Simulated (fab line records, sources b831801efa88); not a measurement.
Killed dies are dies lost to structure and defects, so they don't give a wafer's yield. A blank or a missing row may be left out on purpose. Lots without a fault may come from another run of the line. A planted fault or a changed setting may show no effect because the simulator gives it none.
Which tool did it? | flow sfq_line | 14 lots, 42 wafers sampled, at 4 steps of a route of 325

WHAT THE GAUGES READ, wafer by wafer
SFQ_M8_BOW_MEAS_951. Usual: M8_BOW 9 um, standard deviation 9.5.
lot  | measured     | on            | M8_BOW (um) | flag
L317 | day 82 09:23 | film_metro-02 | -8 6 4      |
L318 | day 83 23:57 | film_metro-04 | -4 12 -8    |
L319 | day 84 02:25 | film_metro-04 | 23 21 26    |
L323 | day 89 14:13 | film_metro-04 | 4 1 12      |
L324 | day 89 16:37 | film_metro-02 | -4 -10 -8   |
L325 | day 89 17:50 | film_metro-01 | 17 21 18    |
L328 | day 90 02:14 | film_metro-04 | 13 21 16    |
L329 | day 90 05:50 | film_metro-02 | -3 20 11    |
L330 | day 90 07:01 | film_metro-04 | 3 20 10     |
L332 | day 91 11:20 | film_metro-04 | 19 26 11    |
L333 | day 91 12:45 | film_metro-04 | -1 2 -7     |
L334 | day 91 15:08 | film_metro-01 | 14 12 29    |
L339 | day 91 22:20 | film_metro-02 | 22 11 17    |
L340 | day 91 23:22 | film_metro-02 | -2 -3 9     |

WHICH TOOL RAN EACH LOT (tool, then ch and the chambers of the sampled wafers, then the start)
lot  | SFQ_TRILAYER_L0_VIA_BARC_OPEN_VIA_ETCH_021 | SFQ_TRILAYER_M3_STRIP_STRIP_079   | SFQ_TRILAYER_R5_DEP_SPUTTER_133
L317 | rie_diel-03 ch 0,3, day 7 00:22            | rie_metal-02 ch 0,1, day 46 12:50 | pvd_sputter-05, day 65 03:28
L318 | rie_diel-02 ch 1,2,3, day 7 06:22          | rie_metal-01 ch 0,1, day 46 23:26 | pvd_sputter-03, day 65 06:26
L319 | rie_diel-01 ch 0,3, day 7 09:58            | rie_metal-02 ch 0,1, day 47 09:14 | pvd_sputter-04, day 65 15:29
L323 | rie_diel-01 ch 1,3, day 8 17:50            | rie_metal-04 ch 0,1, day 50 03:18 | pvd_sputter-03, day 67 21:26
L324 | rie_diel-02 ch 1,3, day 8 23:50            | rie_metal-04 ch 0, day 50 06:54   | pvd_sputter-04, day 67 21:44
L325 | rie_diel-01 ch 1,2,3, day 9 02:14          | rie_metal-02 ch 0,1, day 50 13:19 | pvd_sputter-04, day 68 00:26
L328 | rie_diel-01 ch 0,3, day 9 15:26            | rie_metal-01 ch 0,1, day 51 03:43 | pvd_sputter-03, day 68 13:26
L329 | rie_diel-03 ch 0,2,3, day 9 20:14          | rie_metal-02 ch 0, day 51 18:31   | pvd_sputter-05, day 68 15:29
L330 | rie_diel-03 ch 0,2,3, day 9 21:26          | rie_metal-01 ch 0,1, day 52 02:19 | pvd_sputter-04, day 68 18:29
L332 | rie_diel-03 ch 1,2,3, day 11 13:02         | rie_metal-04 ch 0, day 53 04:55   | pvd_sputter-04, day 69 08:55
L333 | rie_diel-01 ch 1,2,3, day 11 16:38         | rie_metal-01 ch 0,1, day 53 07:19 | pvd_sputter-03, day 69 19:50
L334 | rie_diel-02 ch 1,2, day 12 02:14           | rie_metal-02 ch 0, day 54 02:30   | pvd_sputter-03, day 70 15:22
L339 | rie_diel-03 ch 0,1, day 13 20:01           | rie_metal-02 ch 1, day 57 05:10   | pvd_sputter-03, day 71 00:41
L340 | rie_diel-03 ch 0,2,3, day 14 09:13         | rie_metal-02 ch 0,1, day 57 09:31 | pvd_sputter-04, day 71 01:50
- SFQ_TRILAYER_L0_VIA_BARC_OPEN_VIA_ETCH_021: etches BARC in O2, target depth 125 nm, time 41.7 s.
- SFQ_TRILAYER_M3_STRIP_STRIP_079: strips in O2.
- SFQ_TRILAYER_R5_DEP_SPUTTER_133: material MoNx, target thk 40 nm, time 66.7 s.

WHAT THE TOOLS THEMSELVES READ (means of the sampled wafers that have a number; where no wafer has one, the mark that the record gives instead)
SFQ_TRILAYER_L0_VIA_BARC_OPEN_VIA_ETCH_021. Usual: drypump_motor_current_A 5.6 A, standard deviation 0.43; oes_product_au 0.686 a.u., standard deviation 0.0047; run_length_s 70.1 s, standard deviation 0.49.
lot  | tool        | drypump_motor_current_A (A) | oes_product_au (a.u.) | run_length_s (s) | flag
L317 | rie_diel-03 | 5.6                         | 0.685                 | 69.8             |
L318 | rie_diel-02 | 5.7                         | 0.685                 | 70.3             |
L319 | rie_diel-01 | 6.0                         | 0.685                 | 70.0             |
L323 | rie_diel-01 | 5.4                         | 0.689                 | 69.9             |
L324 | rie_diel-02 | 5.9                         | 0.683                 | 70.0             |
L325 | rie_diel-01 | 5.4                         | 0.688                 | 70.2             |
L328 | rie_diel-01 | 6.0                         | 0.690                 | 69.9             |
L329 | rie_diel-03 | 5.3                         | 0.691                 | 70.0             |
L330 | rie_diel-03 | 5.4                         | 0.688                 | 70.0             |
L332 | rie_diel-03 | 5.4                         | 0.685                 | 70.4             |
L333 | rie_diel-01 | 5.4                         | 0.693                 | 70.0             |
L334 | rie_diel-02 | 5.4                         | 0.690                 | 70.2             |
L339 | rie_diel-03 | 5.6                         | 0.716                 | 67.8             | OFF
L340 | rie_diel-03 | 5.3                         | 0.722                 | 67.8             | OFF

SFQ_TRILAYER_M3_STRIP_STRIP_079. Usual: drypump_motor_current_A 6.0 A, standard deviation 0.45; he_backside_leak_sccm 3.47 sccm, standard deviation 0.18; oes_product_au 0.997 a.u., standard deviation 0.0073.
lot  | tool         | drypump_motor_current_A (A) | he_backside_leak_sccm (sccm) | oes_product_au (a.u.) | flag
L317 | rie_metal-02 | 5.8                         | 3.28                         | 0.996                 |
L318 | rie_metal-01 | 5.5                         | 3.24                         | 0.989                 |
L319 | rie_metal-02 | 5.7                         | 3.27                         | 0.992                 |
L323 | rie_metal-04 | 6.5                         | 3.42                         | 1.008                 |
L324 | rie_metal-04 | 6.5                         | 3.64                         | 1.000                 |
L325 | rie_metal-02 | 5.9                         | 3.42                         | 1.010                 |
L328 | rie_metal-01 | 5.5                         | 3.55                         | 0.984                 |
L329 | rie_metal-02 | 6.1                         | 3.38                         | 0.995                 |
L330 | rie_metal-01 | 5.5                         | 3.73                         | 0.991                 |
L332 | rie_metal-04 | 6.5                         | 3.62                         | 1.004                 |
L333 | rie_metal-01 | 5.5                         | 3.70                         | 0.994                 |
L334 | rie_metal-02 | 6.0                         | 3.57                         | 1.001                 |
L339 | rie_metal-02 | 5.6                         | 3.41                         | 1.006                 |
L340 | rie_metal-02 | 5.8                         | 3.36                         | 0.997                 |

SFQ_TRILAYER_R5_DEP_SPUTTER_133. Usual: chamber_pressure_pa 0.4000 Pa, standard deviation 0.00082; throttle_valve_pct 30.4 %, standard deviation 1.
lot  | tool           | chamber_pressure_pa (Pa) | throttle_valve_pct (%) | flag
L317 | pvd_sputter-05 | 0.3997                   | 29.4                   |
L318 | pvd_sputter-03 | 0.4006                   | 31.3                   |
L319 | pvd_sputter-04 | 0.3998                   | 30.6                   |
L323 | pvd_sputter-03 | 0.3998                   | 30.3                   |
L324 | pvd_sputter-04 | 0.3996                   | 31.4                   |
L325 | pvd_sputter-04 | 0.4001                   | 30.6                   |
L328 | pvd_sputter-03 | 0.4003                   | 30.1                   |
L329 | pvd_sputter-05 | 0.4012                   | 29.3                   |
L330 | pvd_sputter-04 | 0.4008                   | 30.9                   |
L332 | pvd_sputter-04 | 0.4011                   | 30.3                   |
L333 | pvd_sputter-03 | 0.4008                   | 31.6                   |
L334 | pvd_sputter-03 | 0.3997                   | 31.8                   |
L339 | pvd_sputter-03 | 0.3997                   | 31.6                   |
L340 | pvd_sputter-04 | 0.3997                   | 30.6                   |

THE ANSWER, worked out from the rows above alone
Rule: a lot is off if the mean of its wafers that have a number lies more than 3 standard deviations from the usual mean. A lot without any number at a reading at which 4 lots or more have one is off too. The other lots that the step has rows for count as sound. The gauges are gone through in route order, then the tools' own readings, and for those a lot's mean is taken as printed above. The first step at which some lot is off is used, and at that step the reading that is off furthest; a lot without a number counts as furthest.
Off: L339, L340, at SFQ_TRILAYER_L0_VIA_BARC_OPEN_VIA_ETCH_021 (oes_product_au).
A tool fits if, at that step or a process step before it, it ran every lot that is off, and no sound lot after the first of them. One fits: rie_diel-03 at SFQ_TRILAYER_L0_VIA_BARC_OPEN_VIA_ETCH_021. Its last sound lot is L332 (day 11 13:02), its first lot that is off L339 (day 13 20:01): a fault that began between those two fits.
The tool's own readings at SFQ_TRILAYER_L0_VIA_BARC_OPEN_VIA_ETCH_021 bear it out: on the lots that are off they differ by more than 5 times the standard deviation of the sound lots' means. oes_product_au reads 0.719 a.u. there against 0.688 a.u. on the sound lots; run_length_s reads 67.8 s there against 70.1 s on the sound lots.

WHAT THE SIMULATOR HAD PUT IN
Process parameter drift: rie_diel-03, from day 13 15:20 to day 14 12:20, at SFQ_TRILAYER_L0_VIA_BARC_OPEN_VIA_ETCH_021. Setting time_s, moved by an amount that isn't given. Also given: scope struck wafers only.
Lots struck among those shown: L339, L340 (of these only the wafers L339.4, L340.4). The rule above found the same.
